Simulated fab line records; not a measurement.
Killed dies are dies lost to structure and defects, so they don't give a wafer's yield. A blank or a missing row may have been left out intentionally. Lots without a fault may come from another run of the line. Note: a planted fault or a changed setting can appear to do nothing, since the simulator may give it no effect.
Problem report in the 8D (eight disciplines) form, filled by code / flow sky130 / the parts of the form that need people (team, actions taken, sign-off) are left out

1. THE PROBLEM
Mean SPACER_CVD_00_THK at SKY_SPACER_THK_MEAS_01: 30.8 nm over 9 wafers in 3 lots; fault-free wafers: 43.0 nm, standard deviation 0.45. That puts it -27 standard deviations away from the usual mean.
Seen first at day 30 15:31 on filmMetro-01, wafer L587.2. The record has a number at this step for 36 wafers belonging to 12 lots. The rule behind "out" and "out of limits": a value lying over 4 standard deviations away from the usual mean. All remaining wafers that have a number are taken as sound.

2. WHAT IT IS, AND WHAT IT ISN'T
question=which readings at this step; is=SPACER_CVD_00_THK; is not=-
question=which lots; is=L586, L587, L588; is not=L566, L567, L569, L570, L571, L572, L576, L579, L581
question=which wafers of those lots; is=all that have a number; is not=-
question=read on which gauges; is=filmMetro-01, filmMetro-03, filmMetro-04; is not=-
question=when; is=from day 30 15:31; is not=up to then (27 sound wafers)

3. WHAT RULES OUT EACH SUSPECT
Counting: a tool at any process step up to the reading remains a suspect when it ran all the lots that are out and ran no sound lot after the first of those.
- the gauge at SKY_SPACER_THK_MEAS_01 has been ruled out. Those wafers that are out were read across 3 gauges (filmMetro-01, filmMetro-03, filmMetro-04).
- lpcvd-02 at SKY_SPACER_CVD_00 (deposits Si3N4 from DCS/NH3, target thk 43.1 nm, time 740 s): kept. It processed each lot that is out, first L587 at day 30 14:17, and no sound lot thereafter; up to then, the last sound lot it processed was L579 at day 29 04:29.
After counting, what remains is lpcvd-02 at SKY_SPACER_CVD_00.

4. THE CAUSE (what the simulator had put in)
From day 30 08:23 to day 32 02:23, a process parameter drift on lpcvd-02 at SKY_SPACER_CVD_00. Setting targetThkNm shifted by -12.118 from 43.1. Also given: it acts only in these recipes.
Only this tool survived the counting.

5. THE CHAIN OF EFFECTS, in route order
One row per reading whose mean, taken over the struck wafers that have a number, lies over 3 standard deviations from the usual. Readings are gone through only where the record gives a usual standard deviation; hours: the median, over the lots, of the time from a lot's start at the first step in this table giving one to that lot's start at this step; sigmas: the change measured in usual standard deviations.
hours=0; step=SKY_SPACER_THK_MEAS_01; reading=SPACER_CVD_00_THK; usual=43.0 nm; on struck wafers=30.8; change=-12.2; sigmas=-27
hours=0; step=SKY_SPACER_ETCHBACK_02; reading=oesProductAu; usual=0.855 a.u.; on struck wafers=0.719; change=-0.136; sigmas=-23
Process steps it contains:
- SKY_SPACER_ETCHBACK_02: etches Si3N4 in CH3F/O2, stops on SiO2, time 46.7 s, target depth 45 nm.
Later measuring or inspecting steps at which every struck wafer that the step has a row for has a number for every such reading, and none has moved that far: SKY_POLY_CUT_OVL_MEAS_09, SKY_RES_XHIGH_TW_MEAS_09.

6. HOW IT WOULD HAVE BEEN CAUGHT EARLIER
The first out-of-limits reading at a measuring or inspecting step in this record came at day 30 15:31, 7 hours after the fault's start at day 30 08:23.
L586, L588, from the lots that are out (3), started SKY_SPACER_CVD_00 on lpcvd-02 later than day 30 15:31. A hold on the tool at that time would have spared those 2.
